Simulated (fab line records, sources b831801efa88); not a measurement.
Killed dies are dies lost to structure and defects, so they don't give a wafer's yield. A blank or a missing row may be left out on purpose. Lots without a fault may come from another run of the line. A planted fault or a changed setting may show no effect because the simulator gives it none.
A struck lot beside a sound one | flow sky130 | 35 steps out of a route of 708
Sound: wafers L869.2, L869.5, L869.6. Struck: wafers L881.1, L881.2, L881.5. The cause comes at the end.
At each step with rows: each side's tool, then ch and its chambers, then its first start. Under that, the readings that differ: sound wafers | struck wafers | difference of the means | sigmas: that difference in standard deviations of wafers without a fault.
alike: readings whose means differ by less than 2 such deviations, and words and numbers that are the same on both sides. not compared: withheld readings, readings that some wafer has no value for, bounds like >300 that may hide the same value, and numbers for which the record gives no deviation and whose values overlap.
The two part at a step that has a row with sigmas, a row that says differs or no value, or rows on one side only. Numbers that don't overlap but have no deviation are shown without sigmas and don't part them. A reading that every wafer of one side lacks parts them only if that side has two wafers or more.

first, 6 steps without rows for these wafers: SKY_PWDE_HMDS_01 (prime time 60 s); SKY_PWDE_COAT_02 (resist thk 3000 nm); SKY_PWDE_SOFTBAKE_03; SKY_PWDE_EXPOSE_04 (exposes mask PWDEM, target cd 840 nm); SKY_PWDE_PEB_05; SKY_PWDE_DEVELOP_06 (develop time 60 s).
SKY_PWDE_OVL_MEAS_07:
  sound on overlay-02, day 3 21:43; struck on overlay-02, day 6 15:38
  alike: PWDE_OVL
then, 1 step without rows for these wafers: SKY_PWDE_IMPLANT_08.
SKY_PWDE_STRIP_09: strips in O2/N2.
  sound on plasma_asher-04 ch 0,1, day 3 21:54; struck on plasma_asher-03 ch 0,1, day 6 15:49
  alike: drypump_motor_current_A, oes_product_au, strip_time_to_endpoint_s
  not compared: rf_hours_counter_h
SKY_PWDE_TW_MEAS_10:
  sound on film_metro-04, day 3 22:01; struck on film_metro-01, day 6 15:55
  alike: PWDE_TW
then, 2 steps without rows for these wafers: SKY_NWELL_DEHYDRATE_03 (time 60 s); SKY_NWELL_HMDS_04 (prime time 60 s).
SKY_NWELL_COAT_05: resist thk 3000 nm.
  sound on litho_track-03 ch 0, day 4 06:04; struck on litho_track-01, day 7 01:07
  no value came back on the struck wafers for chill_plate_temp_C (C), dispense_pressure_kPa (kPa), spin_speed_rpm (rpm); on the sound wafers chill_plate_temp_C (C) reads 23.04 23.07 23.07
then, 4 steps without rows for these wafers: SKY_NWELL_SOFTBAKE_06; SKY_NWELL_EXPOSE_07 (exposes mask NWM, target cd 840 nm); SKY_NWELL_PEB_08; SKY_NWELL_DEVELOP_09 (develop time 60 s).
SKY_NWELL_OVL_MEAS_10:
  sound on overlay-01, day 4 14:15; struck on overlay-01, day 7 10:59
  reading           | sound          | struck | difference                    | sigmas
  NWELL_00_OVL (nm) | -0.4 -1.6 -1.0 | - - -  | no value on the struck wafers |
then, 3 steps without rows for these wafers: SKY_NWELL_IMPLANT_11; SKY_NWELL_IMPLANT_12; SKY_NWELL_IMPLANT_13.
SKY_NWELL_STRIP_14: strips in O2/N2.
  sound on plasma_asher-02 ch 0,1, day 4 14:44; struck on plasma_asher-04 ch 0,1, day 7 11:28
  no value came back on the struck wafers for oes_product_au (a.u.), strip_time_to_endpoint_s (s); on the sound wafers oes_product_au (a.u.) reads 0.717 0.723 0.724
  alike: drypump_motor_current_A
  not compared: rf_hours_counter_h
SKY_NWELL_TW_MEAS_15:
  sound on film_metro-01, day 4 14:50; struck on film_metro-02, day 7 11:34
  alike: NWELL_TW
then, 7 steps without rows for these wafers: SKY_NWELL_DEHYDRATE_16 (time 60 s); SKY_NWELL_HMDS_17 (prime time 60 s); SKY_NWELL_COAT_18 (resist thk 3000 nm); SKY_NWELL_SOFTBAKE_19; SKY_NWELL_EXPOSE_20 (exposes mask NWM COMPLEMENT, target cd 840 nm); SKY_NWELL_PEB_21; SKY_NWELL_DEVELOP_22 (develop time 60 s).
SKY_NWELL_OVL_MEAS_23:
  sound on overlay-02, day 5 07:56; struck on overlay-02, day 8 07:05
  alike: NWELL_01_OVL
then, 1 step without rows for these wafers: SKY_NWELL_IMPLANT_24.
SKY_NWELL_STRIP_25: strips in O2/N2.
  sound on plasma_asher-02 ch 0,1, day 5 08:07; struck on plasma_asher-04 ch 0,1, day 8 07:17
  alike: drypump_motor_current_A, oes_product_au, strip_time_to_endpoint_s
  not compared: rf_hours_counter_h
SKY_NWELL_TW_MEAS_26:
  sound on film_metro-02, day 5 08:13; struck on film_metro-01, day 8 07:23
  reading    | sound       | struck         | difference | sigmas
  NWELL_2_TW | 497 494 499 | 1854 1840 1842 | +1349      | +99 or more
then, 1 step without rows for these wafers: SKY_NWELL_CLEAN_27 (cleans in SC1/SC2, time 150 s).

WHERE THEY PART
First at SKY_NWELL_COAT_05; last, within this record, at SKY_NWELL_TW_MEAS_26.

WHY: what the simulator had put in
Skipped step whole: litho_track-01, from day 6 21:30 on, at SKY_NWELL_COAT_05. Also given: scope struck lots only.
